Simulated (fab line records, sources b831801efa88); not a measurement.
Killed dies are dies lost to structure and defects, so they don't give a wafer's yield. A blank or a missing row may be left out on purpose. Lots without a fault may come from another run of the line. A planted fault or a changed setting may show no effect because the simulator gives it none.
fab line records | flow sky130
record lots=24 wafers=72 last_day=50
route steps=708 shown LOCAL_INTERCONNECT@401 CONTACT@406 METAL3@565 CAP2M@605 VIA4@656
lots that met no fault: from a run of the same line without faults
start_h: hours from the record's first day to the start of the lot's first wafer shown | wait_h: hours since the lot's step before | " the same as in the row above | L1.1+2: a row that stands for several wafers | - no value, or no start given | * or withheld: withheld | < > ~ a bound
route shown NAME@n: a module of which the file shows steps, and the number in the route of the first | usual: mean/standard deviation of fault-free wafers | same: alike in all rows | chamber/n: place in a boat | sites: the reading at each site | _std_site: their standard deviation | _edge_site: outer sites' mean less inner sites' | radius_mm: how far each site lies from the wafer's centre | mask NAME#n: copy n | behind: the tool/chamber that last shaped the wafer | hold: why the lot was held/for how many hours/how that ended | device: the transistor (n, p or np) that didn't switch | end of line: the same wafers' tests at the end of the route | a step without rows: its recipe alone | killed: dies lost to structure and defects at the first sort, not the wafer's yield | map: a wafer's dies, x killed, . not, _ none there
set.NAME: the setting as run; set.NAME@STEP: as run at that earlier step | model.NAME: the simulator's own value behind a step, which no gauge read
steps of the route over a sample of lots; a table a step, a row a wafer
services: from which hour (start_h, from the record's first day; less than 0 if before it) a tool's chamber was out of use, for how many hours, and why
## steps
# step SKY_LOCAL_INTERCONNECT_METAL_ETCH_14
# recipe target_depth_nm=110 stop_on=PSG chemistry=Cl2/BCl3 target=TiN resist_sidewall_deg=88 pressure_mtorr=10 icp_w=900 bias_w=48.5 Cl2_flow_sccm=60 bcl3_flow_sccm=30 time_s=31.4
# usual bias_w=48.52/0.15 drypump_motor_current_A=5.7/0.37 he_backside_leak_sccm=3.30/0.28 oes_product_au=0.941/0.0068 throttle_valve_pct=21.901/0.0097
# columns lot.wafer tool chamber start_h wait_h bias_w drypump_motor_current_A he_backside_leak_sccm oes_product_au rf_hours_counter_h throttle_valve_pct
L075.1 rie_metal-04 1 702.13 0.0 48.60 6.0 3.28 0.941 0 21.897
L075.2 " 0 " " 48.85 5.1 3.23 0.947 11 21.908
L075.6 " 1 " " 48.81 6.0 3.32 0.952 - 21.889
L074.1 rie_metal-04 0 704.08 0.0 48.64 5.1 3.29 0.942 11 21.921
L074.3 " 1 " " 48.63 6.0 3.37 0.945 - 21.905
L074.5 " 1 " " 48.50 6.0 3.01 0.947 - 21.902
L076.2 rie_metal-04 0 715.32 0.0 48.35 5.1 3.43 0.940 11 21.888
L076.5 " 1 " " 48.32 6.0 3.35 0.943 - 21.884
L076.6 " 0 " " 48.58 5.1 3.45 0.946 - 21.906
L077.1 rie_metal-02 1 721.28 0.0 48.36 5.5 3.08 0.946 10 21.881
L077.4 " 1 " " 48.34 5.5 2.99 0.948 - 21.892
L077.5 " 0 " " 48.63 6.2 3.33 0.951 - 21.883
L078.1 rie_metal-02 0 736.28 0.0 48.60 6.2 3.56 0.943 13 21.908
L078.2 " 1 " " 48.76 5.5 3.09 0.948 10 21.908
L078.3 " 0 " " 48.63 6.2 3.45 0.939 - 21.894
L079.2 rie_metal-01 1 744.17 0.0 48.51 5.7 3.47 0.944 7 21.890
L079.5 " 0 " " 48.47 5.5 3.40 0.944 - 21.900
L079.6 " 1 " " 48.46 5.7 3.45 0.939 - 21.903
L080.2 rie_metal-02 0 748.94 0.0 48.51 6.2 3.41 0.933 13 21.920
L080.3 " 0 " " 48.53 6.2 3.37 0.923 - 21.920
L080.5 " 0 " " 48.49 6.2 3.35 0.939 - 21.898
L081.1 rie_metal-02 0 758.37 0.0 48.63 6.2 3.43 0.941 13 21.906
L081.2 " 1 " " 48.49 5.5 3.06 0.945 11 21.901
L081.4 " 1 " " 48.51 5.5 3.08 0.940 - 21.901
L082.2 rie_metal-01 0 762.69 0.0 48.48 5.5 3.09 0.940 3 21.913
L082.3 " 1 " " 48.47 5.7 3.46 0.937 - 21.901
L082.5 " 0 " " 48.23 5.5 3.13 0.934 - 21.902
L083.1 rie_metal-01 1 773.25 0.1 48.61 5.7 3.66 0.935 8 21.913
L083.2 " 1 " " 48.51 5.7 3.66 0.934 - 21.906
L083.4 " 1 " " 48.52 5.7 3.54 0.941 - 21.886
L084.3 rie_metal-02 0 784.70 0.0 48.54 6.2 3.42 0.936 - 21.900
L084.5 " 0 " " 48.45 6.2 3.30 0.944 - 21.914
L084.6 " 1 " " 48.75 5.5 3.13 0.932 - 21.901
L085.1 rie_metal-02 1 792.48 0.0 48.51 5.5 3.11 0.949 12 21.899
L085.2 " 0 " " 48.44 6.2 3.43 0.953 15 21.897
L085.3 " 1 " " 48.66 5.5 3.02 0.949 - 21.891
L086.3 rie_metal-02 1 795.05 0.0 48.47 5.5 3.09 0.935 - 21.923
L086.5 " 1 " " 48.34 5.5 2.98 0.944 - 21.896
L086.6 " 0 " " 48.27 6.2 3.49 0.940 - 21.909
L087.2 rie_metal-04 0 805.89 0.0 48.35 5.1 3.51 0.951 14 21.907
L087.3 " 1 " " 48.53 6.0 3.10 0.948 - 21.902
L087.5 " 0 " " 48.31 5.1 3.48 0.945 - 21.885
L088.2 rie_metal-04 1 812.96 0.1 48.68 6.0 3.33 0.931 - 21.899
L088.3 " 1 " " 48.44 6.0 3.25 0.934 - 21.903
L088.6 " 1 " " 48.69 6.0 3.15 0.932 - 21.899
L089.2 rie_metal-01 0 813.39 0.0 48.65 5.5 3.36 0.941 5 21.893
L089.4 " 1 " " 48.56 5.7 3.63 0.943 - 21.903
L089.5 " 0 " " 48.50 5.5 3.33 0.948 - 21.893
L090.2 rie_metal-01 1 825.43 0.0 48.43 5.7 3.67 0.940 10 21.898
L090.3 " 0 " " 48.33 5.5 3.26 0.941 - 21.896
L090.5 " 1 " " 48.56 5.7 3.61 0.942 - 21.888
L091.1 rie_metal-02 0 831.53 0.0 48.68 6.2 3.38 0.937 16 21.894
L091.2 " 1 " " 48.48 5.5 3.14 0.941 14 21.904
L091.4 " 1 " " 48.54 5.5 3.06 0.939 - 21.913
L092.1 rie_metal-04 1 834.65 0.1 48.37 6.0 3.16 0.937 6 21.902
L092.3 " 1 " " 48.33 6.0 3.18 0.946 - 21.903
L092.5 " 1 " " 48.37 6.0 3.28 0.936 - 21.906
L093.3 rie_metal-02 1 838.85 0.0 48.54 5.5 3.12 0.932 - 21.897
L093.4 " 0 " " 48.32 6.2 3.22 0.934 - 21.906
L093.5 " 0 " " 48.17 6.2 3.31 0.939 - 21.888
L094.1 rie_metal-02 1 862.18 0.1 48.43 5.5 3.00 0.933 15 21.907
L094.2 " 1 " " 48.23 5.5 2.93 0.939 - 21.890
L094.5 " 1 " " 48.45 5.5 3.03 0.938 - 21.897
L095.1 rie_metal-02 1 872.94 0.0 48.45 5.5 3.12 0.939 16 21.901
L095.2 " 0 " " 48.56 6.2 3.40 0.956 1 21.892
L095.3 " 0 " " 48.75 6.2 3.41 0.946 - 21.910
L097.2 rie_metal-01 1 881.23 0.0 48.44 5.7 3.64 0.933 12 21.908
L097.3 " 1 " " 48.47 5.7 3.56 0.944 - 21.899
L097.6 " 1 " " 48.55 5.7 3.57 0.937 - 21.890
L096.3 rie_metal-04 0 890.84 0.0 48.55 5.1 3.44 0.947 - 21.905
L096.5 " 1 " " 48.40 6.0 3.11 0.946 - 21.880
L096.6 " 0 " " 48.45 5.1 3.47 0.932 - 21.901
# step SKY_CONTACT_CVD_00
# recipe material=Si3N4 target_thk_nm=75 temp_c=400 time_s=withheld rf_w=450
# usual heater_power_w=699/77
# columns lot.wafer tool chamber start_h wait_h heater_power_w
L075.1 pecvd-02 0 702.79 0.0 556
L075.2 " 1 " " 767
L075.6 " 2 " " 677
L074.1 pecvd-04 0 704.72 0.0 645
L074.3 " 1 " " 720
L074.5 " 2 " " 746
L076.2 pecvd-04 2 715.97 0.0 872
L076.5 " 1 " " 614
L076.6 " 0 " " 632
L077.1 pecvd-02 0 721.92 0.0 607
L077.4 " 1 " " 750
L077.5 " 2 " " 649
L078.1 pecvd-04 2 736.92 0.0 832
L078.2 " 0 " " 642
L078.3 " 1 " " 727
L079.2 pecvd-02 2 744.81 0.0 559
L079.5 " 1 " " 717
L079.6 " 2 " " 579
L080.2 pecvd-01 0 749.62 0.0 727
L080.3 " 2 " " 804
L080.5 " 2 " " 774
L081.1 pecvd-02 0 759.08 0.0 639
L081.2 " 1 " " 789
L081.4 " 2 " " 624
L082.2 pecvd-02 2 763.34 0.0 672
L082.3 " 0 " " 617
L082.5 " 2 " " 677
L083.1 pecvd-04 0 773.95 0.0 625
L083.2 " 2 " " 745
L083.4 " 0 " " 633
L084.3 pecvd-01 0 785.32 0.0 725
L084.5 " 1 " " 733
L084.6 " 0 " " 736
L085.1 pecvd-02 1 793.12 0.0 683
L085.2 " 0 " " 643
L085.3 " 2 " " 668
L086.3 pecvd-04 2 795.69 0.0 844
L086.5 " 2 " " 839
L086.6 " 0 " " 701
L087.2 pecvd-01 1 806.53 0.0 712
L087.3 " 0 " " 661
L087.5 " 2 " " 765
L088.2 pecvd-02 2 813.68 0.0 648
L088.3 " 1 " " 658
L088.6 " 2 " " 669
L089.2 pecvd-04 0 814.12 0.0 674
L089.4 " 1 " " 687
L089.5 " 0 " " 671
L090.2 pecvd-01 0 826.11 0.0 723
L090.3 " 0 " " 739
L090.5 " 2 " " 729
L091.1 pecvd-04 1 832.18 0.0 729
L091.2 " 2 " " 761
L091.4 " 0 " " 711
L092.1 pecvd-02 1 835.39 0.0 724
L092.3 " 0 " " 558
L092.5 " 2 " " 675
L093.3 pecvd-04 0 839.59 0.0 673
L093.4 " 1 " " 685
L093.5 " 2 " " 830
L094.1 pecvd-02 0 862.88 0.0 596
L094.2 " 2 " " 574
L094.5 " 1 " " 669
L095.1 pecvd-01 0 873.58 0.0 742
L095.2 " 1 " " 669
L095.3 " 2 " " 784
L097.2 pecvd-04 1 881.87 0.0 787
L097.3 " 2 " " 892
L097.6 " 2 " " 857
L096.3 pecvd-02 0 891.47 0.0 587
L096.5 " 0 " " 590
L096.6 " 1 " " 708
# step SKY_CONTACT_CMP_04
# recipe material=SiO2 down_force_psi=4 platen_rpm=60 pad_velocity_m_s=0.94248
# usual motor_current_A=12.0/1.1 retaining_ring_pressure_frac=1.000/0.0047 time_to_endpoint_s=80/4
# columns lot.wafer tool chamber start_h wait_h motor_current_A retaining_ring_pressure_frac time_to_endpoint_s
L075.1 cmp-01 3 703.06 0.1 10.8 0.997 74
L075.2 " 1 " " 11.7 1.008 87
L075.6 " 2 " " 13.4 1.005 80
L074.1 cmp-02 1 705.05 0.1 11.6 1.001 90
L074.3 " 2 " " 11.2 0.998 76
L074.5 " 3 " " 12.7 1.000 80
L076.2 cmp-02 3 716.19 0.0 12.6 0.992 77
L076.5 " 3 " " 12.9 0.998 78
L076.6 " 0 " " 13.0 1.001 78
L077.1 cmp-01 2 722.15 0.1 12.7 1.003 82
L077.4 " 1 " " 12.2 0.997 80
L077.5 " 2 " " 13.0 0.999 80
L078.3 cmp-01 1 737.24 0.1 11.5 0.999 85
L078.1 " 2 " " 12.8 1.001 73
L078.2 " 0 " " 10.7 0.999 78
L079.2 cmp-02 0 745.03 0.0 13.6 1.000 78
L079.6 " 0 " " 13.6 1.001 81
L079.5 " 1 " " 11.7 0.996 82
L080.2 cmp-01 2 749.84 0.0 12.9 0.998 81
L080.3 " 1 " " 11.8 1.006 88
L080.5 " 3 " " 10.3 0.995 85
L081.1 cmp-01 1 759.30 0.1 11.9 1.005 81
L081.2 " 3 " " 10.2 1.007 80
L081.4 " 0 " " 10.9 0.996 80
L082.2 cmp-02 2 763.61 0.1 11.5 0.993 77
L082.3 " 0 " " 13.2 1.001 82
L082.5 " 1 " " 11.7 1.012 82
L083.4 cmp-02 0 774.24 0.1 12.9 1.001 83
L083.1 " 1 " " 11.5 0.998 90
L083.2 " 2 " " 11.8 0.996 72
L084.3 cmp-02 0 785.55 0.0 14.6 1.001 80
L084.6 " 0 " " 13.4 1.000 78
L084.5 " 1 " " 11.6 0.994 78
L085.3 cmp-02 2 793.40 0.1 12.1 1.005 74
L085.1 " 0 " " 13.7 0.988 77
L085.2 " 1 " " 11.6 0.995 77
L086.3 cmp-01 2 797.28 1.4 12.7 0.995 80
L086.6 " 1 " " 12.0 1.000 80
L086.5 " 2 " " 13.0 1.001 80
L087.2 cmp-01 0 806.76 0.0 10.3 1.002 82
L087.3 " 1 " " 12.0 1.001 78
L087.5 " 1 " " 11.8 1.001 79
L088.2 cmp-02 3 814.03 0.1 11.7 0.996 79
L088.3 " 0 " " 13.7 1.007 80
L088.6 " 1 " " 10.7 1.000 87
L089.2 cmp-01 0 814.34 0.0 10.9 1.001 77
L089.4 " 3 " " 11.1 0.998 71
L089.5 " 0 " " 10.8 0.994 79
L090.2 cmp-01 2 826.35 0.0 13.3 0.998 82
L090.3 " 1 " " 12.8 0.992 80
L090.5 " 2 " " 13.0 1.000 74
L091.2 cmp-01 2 832.45 0.1 12.8 0.994 78
L091.1 " 3 " " 10.3 0.999 78
L091.4 " 0 " " 11.0 0.995 82
L092.3 cmp-02 3 835.62 0.0 12.4 0.997 82
L092.1 " 1 " " 11.2 0.998 91
L092.5 " 3 " " 12.5 0.995 79
L093.4 cmp-01 1 839.81 0.0 12.3 1.002 84
L093.3 " 2 " " 12.7 1.004 77
L093.5 " 1 " " 11.9 1.005 78
L094.1 cmp-01 3 863.10 0.1 11.0 0.988 84
L094.2 " 2 " " 12.9 1.001 73
L094.5 " 3 " " 10.8 1.000 73
L095.1 cmp-01 0 873.81 0.1 10.3 1.004 83
L095.2 " 2 " " 13.2 1.003 81
L095.3 " 3 " " 10.6 1.000 81
L097.3 cmp-02 1 882.15 0.1 11.7 1.010 84
L097.2 " 2 " " 11.8 1.004 73
L097.6 " 0 " " 13.3 1.005 73
L096.3 cmp-01 2 891.74 0.1 14.0 1.002 77
L096.6 " 1 " " 12.2 1.004 86
L096.5 " 2 " " 12.6 1.001 86
# step SKY_METAL3_DESCUM_15
# recipe chemistry=O2 source_power_w=150 bias_power_w=0 pressure_mtorr=10 temp_c=40 time_s=8
# usual drypump_motor_current_A=5.7/0.39 he_backside_leak_sccm=3.32/0.2 oes_product_au=0.999/0.01
# same bias_power_w=0
# columns lot.wafer tool chamber start_h wait_h drypump_motor_current_A he_backside_leak_sccm oes_product_au rf_hours_counter_h
L075.1 rie_metal-02 0 895.83 0.0 6.2 3.26 0.977 1
L075.2 " 1 " " 5.5 3.02 0.997 17
L075.6 " 0 " " 6.2 3.32 0.990 -
L074.1 rie_metal-02 0 898.61 0.0 6.2 3.41 0.980 2
L074.3 " 0 " " 6.2 3.27 0.976 -
L074.5 " 0 " " 6.2 3.34 0.985 -
L076.2 rie_metal-02 0 907.93 0.0 6.2 3.35 0.992 2
L076.5 " 0 " " 6.2 3.48 0.981 -
L076.6 " 1 " " 5.5 3.15 1.001 -
L077.1 rie_metal-01 0 913.68 0.0 5.4 3.42 1.002 9
L077.4 " 0 " " 5.5 3.23 0.998 -
L077.5 " 0 " " 5.4 3.34 0.998 -
L078.1 rie_metal-02 0 930.98 0.0 6.2 3.41 0.979 3
L078.2 " 1 " " 5.5 3.03 1.012 0
L078.3 " 0 " " 6.2 3.41 0.986 -
L079.2 rie_metal-02 0 934.31 0.0 6.2 3.34 0.978 3
L079.5 " 0 " " 6.2 3.36 0.978 -
L079.6 " 1 " " 5.5 2.99 1.001 -
L080.2 rie_metal-02 0 938.80 0.0 6.2 3.42 0.987 3
L080.3 " 0 " " 6.2 3.46 0.986 -
L080.5 " 1 " " 5.5 3.07 1.003 -
L081.1 rie_metal-01 0 949.30 0.0 5.5 3.14 0.999 11
L081.2 " 1 " " 5.7 3.57 1.006 15
L081.4 " 1 " " 5.7 3.32 1.003 -
L082.2 rie_metal-02 0 953.45 0.0 6.2 3.48 0.989 4
L082.3 " 0 " " 6.2 3.39 0.991 -
L082.5 " 0 " " 6.2 3.41 0.986 -
L083.1 rie_metal-04 0 963.46 0.0 5.1 3.54 0.997 4
L083.2 " 1 " " 6.0 3.53 1.002 15
L083.4 " 0 " " 5.1 3.44 1.000 -
L084.3 rie_metal-02 1 973.06 0.0 5.5 3.06 1.013 -
L084.5 " 0 " " 6.2 3.44 0.992 -
L084.6 " 1 " " 5.5 3.09 1.010 -
L085.1 rie_metal-02 1 981.63 0.0 5.5 3.13 1.009 3
L085.2 " 0 " " 6.2 3.31 0.981 6
L085.3 " 1 " " 5.5 3.04 1.019 -
L086.3 rie_metal-04 0 984.21 0.0 5.1 3.44 0.997 -
L086.5 " 1 " " 6.0 3.17 1.007 -
L086.6 " 0 " " 5.1 3.42 0.998 -
L087.2 rie_metal-01 0 990.25 0.0 5.4 3.69 1.003 -
L087.3 " 0 " " 5.5 3.65 1.004 -
L087.5 " 0 " " 5.5 3.61 1.003 -
L088.2 rie_metal-01 0 997.41 0.0 5.4 3.28 1.006 -
L088.3 " 0 " " 5.4 3.44 1.001 -
L088.6 " 0 " " 5.5 3.49 1.010 -
L089.2 rie_metal-02 1 999.41 0.0 5.5 3.19 0.998 4
L089.4 " 0 " " 6.2 3.31 0.981 -
L089.5 " 1 " " 5.5 3.16 1.000 -
L090.2 rie_metal-01 0 1008.53 0.0 5.5 3.56 1.014 16
L090.3 " 0 " " 5.5 3.69 1.005 -
L090.5 " 0 " " 5.4 3.54 1.010 -
L091.1 rie_metal-02 1 1014.03 0.0 5.5 3.09 1.011 5
L091.2 " 0 " " 6.2 3.47 0.995 7
L091.4 " 0 " " 6.2 3.46 0.994 -
L092.1 rie_metal-04 1 1016.61 0.0 6.0 3.17 1.004 18
L092.3 " 0 " " 5.1 3.22 1.004 -
L092.5 " 0 " " 5.1 3.30 1.011 -
L093.3 rie_metal-04 0 1021.66 0.0 5.1 3.47 1.020 -
L093.4 " 1 " " 6.0 3.31 1.013 -
L093.5 " 1 " " 6.0 3.11 1.006 -
L094.1 rie_metal-01 0 1041.45 0.0 5.5 3.26 1.010 18
L094.2 " 1 " " 5.7 3.51 0.991 20
L094.5 " 1 " " 5.7 3.63 0.997 -
L095.1 rie_metal-04 0 1053.30 0.0 5.1 3.40 0.992 9
L095.2 " 1 " " 6.0 3.00 1.006 20
L095.3 " 1 " " 6.0 3.28 1.005 -
L097.2 rie_metal-02 0 1058.11 0.0 6.2 3.40 0.994 10
L097.3 " 0 " " 6.2 3.27 0.994 -
L097.6 " 0 " " 6.2 3.29 0.989 -
L096.3 rie_metal-04 1 1066.47 0.0 6.0 3.15 0.992 -
L096.5 " 1 " " 6.0 3.06 0.988 -
L096.6 " 0 " " 5.1 3.43 0.995 -
# step SKY_CAP2M_SPUTTER_02
# recipe material=TiN target_thk_nm=200 temp_c=300 power_w=6500 time_s=166.7 chamber_pressure_pa=0.4
# usual throttle_valve_pct=30.0/0.63
# columns lot.wafer tool chamber start_h wait_h throttle_valve_pct
L075.1 pvd_sputter-03 - 924.56 0.1 30.3
L075.2 " - " " 29.2
L075.6 " - " " 30.0
L074.1 pvd_sputter-02 - 927.22 0.1 29.4
L074.3 " - " " 29.1
L074.5 " - " " 30.4
L076.2 pvd_sputter-02 - 936.20 0.0 29.9
L076.5 " - " " 28.9
L076.6 " - " " 28.8
L077.1 pvd_sputter-03 - 941.63 0.1 29.7
L077.4 " - " " 30.2
L077.5 " - " " 31.2
L078.1 pvd_sputter-03 - 959.74 0.1 30.4
L078.2 " - " " 31.3
L078.3 " - " " 29.5
L079.2 pvd_sputter-03 - 961.96 0.0 29.4
L079.5 " - " " 30.1
L079.6 " - " " 29.6
L080.2 pvd_sputter-03 - 966.35 0.0 30.0
L080.3 " - " " 29.6
L080.5 " - " " 29.3
L081.1 pvd_sputter-04 - 977.31 0.1 29.9
L081.2 " - " " 30.3
L081.4 " - " " 30.5
L082.2 pvd_sputter-03 - 981.12 0.0 30.3
L082.3 " - " " 29.2
L082.5 " - " " 30.4
L083.1 pvd_sputter-03 - 990.78 0.1 30.1
L083.2 " - " " 31.1
L083.4 " - " " 30.3
L084.3 pvd_sputter-03 - 1000.04 0.0 31.2
L084.5 " - " " 30.0
L084.6 " - " " 30.1
L085.1 pvd_sputter-02 - 1008.82 0.1 29.2
L085.2 " - " " 29.0
L085.3 " - " " 29.8
L086.3 pvd_sputter-03 - 1010.78 0.0 30.1
L086.5 " - " " 29.4
L086.6 " - " " 30.5
L087.2 pvd_sputter-03 - 1016.97 0.0 31.4
L087.3 " - " " 29.8
L087.5 " - " " 31.2
L088.2 pvd_sputter-03 - 1023.72 0.0 29.5
L088.3 " - " " 30.3
L088.6 " - " " 31.1
L089.2 pvd_sputter-03 - 1025.62 0.0 30.4
L089.4 " - " " 29.1
L089.5 " - " " 30.1
L090.2 pvd_sputter-03 - 1035.12 0.0 29.4
L090.3 " - " " 30.2
L090.5 " - " " 31.2
L091.1 pvd_sputter-04 - 1039.96 0.1 29.6
L091.2 " - " " 30.5
L091.4 " - " " 30.0
L092.1 pvd_sputter-02 - 1042.71 0.1 29.1
L092.3 " - " " 29.6
L092.5 " - " " 30.9
L093.3 pvd_sputter-02 - 1046.29 0.0 29.3
L093.4 " - " " 29.1
L093.5 " - " " 29.1
L094.1 pvd_sputter-03 - 1066.08 0.1 31.0
L094.2 " - " " 30.3
L094.5 " - " " 30.4
L095.1 pvd_sputter-04 - 1078.57 0.1 30.1
L095.2 " - " " 29.7
L095.3 " - " " 30.0
L097.2 pvd_sputter-04 - 1083.24 0.0 29.7
L097.3 " - " " 30.5
L097.6 " - " " 29.9
L096.3 pvd_sputter-04 - 1090.02 0.0 30.6
L096.5 " - " " 29.7
L096.6 " - " " 29.9
# step SKY_VIA4_SPUTTER_17
# recipe material=TiN target_thk_nm=20 chamber_pressure_pa=5 power_w=4000 time_s=80
# usual throttle_valve_pct=29.9/0.54
# columns lot.wafer tool chamber start_h wait_h throttle_valve_pct
L075.1 pvd_sputter-04 - 999.40 0.0 30.2
L075.2 " - " " 30.1
L075.6 " - " " 30.0
L074.1 pvd_sputter-03 - 1002.33 0.0 30.2
L074.3 " - " " 31.1
L074.5 " - " " 29.5
L076.2 pvd_sputter-01 - 1011.15 0.0 29.6
L076.5 " - " " 30.2
L076.6 " - " " 28.9
L077.1 pvd_sputter-03 - 1015.47 0.0 30.3
L077.4 " - " " 30.1
L077.5 " - " " 29.9
L078.1 pvd_sputter-04 - 1033.05 0.0 29.6
L078.2 " - " " 30.3
L078.3 " - " " 29.8
L079.2 pvd_sputter-04 - 1034.29 0.0 29.9
L079.5 " - " " 30.0
L079.6 " - " " 30.5
L080.2 pvd_sputter-03 - 1037.63 0.0 29.9
L080.3 " - " " 31.2
L080.5 " - " " 31.1
L081.1 pvd_sputter-01 - 1048.88 0.0 29.8
L081.2 " - " " 29.7
L081.4 " - " " 30.0
L082.2 pvd_sputter-01 - 1053.49 0.0 29.0
L082.3 " - " " 30.3
L082.5 " - " " 30.0
L083.1 pvd_sputter-01 - 1061.28 0.0 30.1
L083.2 " - " " 29.2
L083.4 " - " " 29.5
L084.3 pvd_sputter-01 - 1071.30 0.0 28.9
L084.5 " - " " 29.8
L084.6 " - " " 30.0
L085.1 pvd_sputter-03 - 1078.88 0.0 30.1
L085.2 " - " " 31.1
L085.3 " - " " 30.1
L086.3 pvd_sputter-04 - 1082.39 0.0 29.9
L086.5 " - " " 30.2
L086.6 " - " " 30.5
L087.2 pvd_sputter-03 - 1085.80 0.0 30.2
L087.3 " - " " 31.3
L087.5 " - " " 29.9
L088.2 pvd_sputter-01 - 1092.22 0.0 30.2
L088.3 " - " " 29.7
L088.6 " - " " 29.9
L089.2 pvd_sputter-01 - 1093.84 0.0 29.8
L089.4 " - " " 29.8
L089.5 " - " " 28.9
L090.2 pvd_sputter-04 - 1101.43 0.0 29.8
L090.3 " - " " 29.9
L090.5 " - " " 30.1
L091.1 pvd_sputter-01 - 1105.72 0.0 29.6
L091.2 " - " " 30.2
L091.4 " - " " 30.0
L092.1 pvd_sputter-04 - 1108.90 0.0 29.9
L092.3 " - " " 30.1
L092.5 " - " " 29.7
L093.3 pvd_sputter-04 - 1111.93 0.0 30.4
L093.4 " - " " 29.7
L093.5 " - " " 30.3
L094.1 pvd_sputter-03 - 1128.11 0.0 31.1
L094.2 " - " " 29.4
L094.5 " - " " 31.2
L095.1 pvd_sputter-01 - 1140.61 0.0 29.8
L095.2 " - " " 30.0
L095.3 " - " " 28.9
L097.2 pvd_sputter-01 - 1145.08 0.0 29.7
L097.3 " - " " 28.9
L097.6 " - " " 29.9
L096.3 pvd_sputter-01 - 1150.58 0.0 29.9
L096.5 " - " " 28.9
L096.6 " - " " 29.9
## services
# columns tool chamber start_h hours kind
rie_metal-02 1 710.65 1.2 repair
pvd_sputter-04 - 733.54 5.0 repair
cmp-01 - 744.22 4.0 pm
rie_metal-04 0 769.73 8.5 repair
rie_metal-01 0 771.34 8.5 repair
rie_metal-04 0 808.55 17.4 repair
rie_metal-04 0 856.61 30.4 repair
cmp-01 - 858.16 1.7 repair
cmp-01 - 865.34 2.3 pm
rie_metal-04 - 870.28 2.8 pm
pvd_sputter-01 - 871.75 0.5 repair
pvd_sputter-03 - 887.45 2.3 repair
rie_metal-04 1 909.61 2.4 repair
pvd_sputter-01 - 916.74 1.0 repair
cmp-01 - 927.79 3.9 repair
cmp-01 - 930.71 2.6 repair
pvd_sputter-04 - 953.86 1.9 repair
rie_metal-01 1 981.71 21.0 repair
pvd_sputter-04 - 1006.84 6.4 repair
rie_metal-04 - 1068.95 1.4 pm
rie_metal-01 1 1073.48 10.3 repair
cmp-01 - 1084.22 4.0 pm
cmp-01 - 1126.09 5.2 pm
rie_metal-01 - 1131.55 15.6 pm
## key
fault none
